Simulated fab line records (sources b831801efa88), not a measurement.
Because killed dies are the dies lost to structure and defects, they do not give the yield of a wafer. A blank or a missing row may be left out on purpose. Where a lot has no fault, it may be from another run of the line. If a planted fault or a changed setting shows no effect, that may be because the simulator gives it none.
Commonality check across tools    flow gf180mcu    Lots sampled 15, wafers sampled 45

== WHY IT WAS OPENED ==
3 of 15 lots carry a flag on the reading VT_IMPLANT_4_TW at GF_VT_IMPLANT_TW_MEAS_43. Fault-free wafers read 690, with a standard deviation of 6.6.
Rule: flag the lot when none of its wafers has a number, or when each of its wafers that has one lies beyond 4 standard deviations from that mean. The other lots count as sound.

lot   measured      on             VT_IMPLANT_4_TW, wafer by wafer  flag
L727  day 7 13:13   film metro-04  682 681 679                      
L729  day 8 03:14   film metro-04  685 688 683                      
L728  day 8 04:31   film metro-01  700 697 702                      
L730  day 8 10:37   film metro-04  690 688 685                      
L731  day 8 17:54   film metro-01  700 701 699                      
L733  day 9 07:52   film metro-04  689 685 685                      
L734  day 9 15:50   film metro-01  698 698 694                      
L737  day 10 13:13  film metro-01  633 632 634                      FLAGGED
L739  day 10 23:32  film metro-04  619 620 619                      FLAGGED
L741  day 11 14:22  film metro-04  621 624 626                      FLAGGED
L745  day 12 14:37  film metro-04  692 691 690                      
L746  day 12 21:38  film metro-04  689 689 692                      
L748  day 13 09:43  film metro-04  687 685 686                      
L749  day 13 18:27  film metro-01  697 697 700                      
L750  day 14 03:44  film metro-03  681 680 679                      
The mean of the flagged lots' numbers is 625, -65 from the usual (-10 standard deviations).

== EACH LOT AND THE TOOL IT RAN ON ==
The record keeps 1 process step preceding the reading, out of 602 steps on the route. In each cell: the tool, then ch and the chambers that the sampled wafers went through, then the start.
lot   flag     GF_VT_IMPLANT_IMPLANT_41
L727           implanter-04 ch 0, day 7 12:58
L729           implanter-04 ch 0, day 8 02:59
L728           implanter-01 ch 0, day 8 04:16
L730           implanter-03 ch 0, day 8 10:22
L731           implanter-04 ch 0, day 8 17:39
L733           implanter-03 ch 0, day 9 07:36
L734           implanter-01 ch 0, day 9 15:35
L737  FLAGGED  implanter-04 ch 0, day 10 13:01
L739  FLAGGED  implanter-04 ch 0, day 10 23:17
L741  FLAGGED  implanter-04 ch 0, day 11 14:09
L745           implanter-03 ch 0, day 12 14:22
L746           implanter-01 ch 0, day 12 21:25
L748           implanter-01 ch 0, day 13 09:28
L749           implanter-04 ch 0, day 13 18:12
L750           implanter-01 ch 0, day 14 03:31
What the steps here do:
- GF_VT_IMPLANT_IMPLANT_41
- GF_VT_IMPLANT_TW_MEAS_43

== FLAGGED OVER TOTAL, TOOL BY TOOL (the gauges that took the reading come last) ==
step                      tool           lots run  flagged  share of the flagged lots  sound lots run after its first flagged lot
GF_VT_IMPLANT_IMPLANT_41  implanter-01   5         0        none                       -
GF_VT_IMPLANT_IMPLANT_41  implanter-03   3         0        none                       -
GF_VT_IMPLANT_IMPLANT_41  implanter-04   7         3        all                        1 (L749)
GF_VT_IMPLANT_TW_MEAS_43  film metro-01  5         1        some                       1 (L749)
GF_VT_IMPLANT_TW_MEAS_43  film metro-03  1         0        none                       -
GF_VT_IMPLANT_TW_MEAS_43  film metro-04  9         2        some                       3 (L745,L746,L748)

== WHAT IS ALLOWED BY THE TABLE ==
In the table, 1 row covers all flagged lots: implanter-04 at GF_VT_IMPLANT_IMPLANT_41.
- implanter-04 at GF_VT_IMPLANT_IMPLANT_41: 3 of its 7 lots flagged. After the first flagged lot (L749), sound lots still ran on it; a lasting fault on the whole tool would not permit that. Its own readings lie more than 4 standard deviations out on every wafer of the flagged lots: dose ions cm2, faraday current uA.
None of the table's rows ran every flagged lot and, after the first, no sound lot.

== WHAT WAS PUT IN BY THE SIMULATOR ==
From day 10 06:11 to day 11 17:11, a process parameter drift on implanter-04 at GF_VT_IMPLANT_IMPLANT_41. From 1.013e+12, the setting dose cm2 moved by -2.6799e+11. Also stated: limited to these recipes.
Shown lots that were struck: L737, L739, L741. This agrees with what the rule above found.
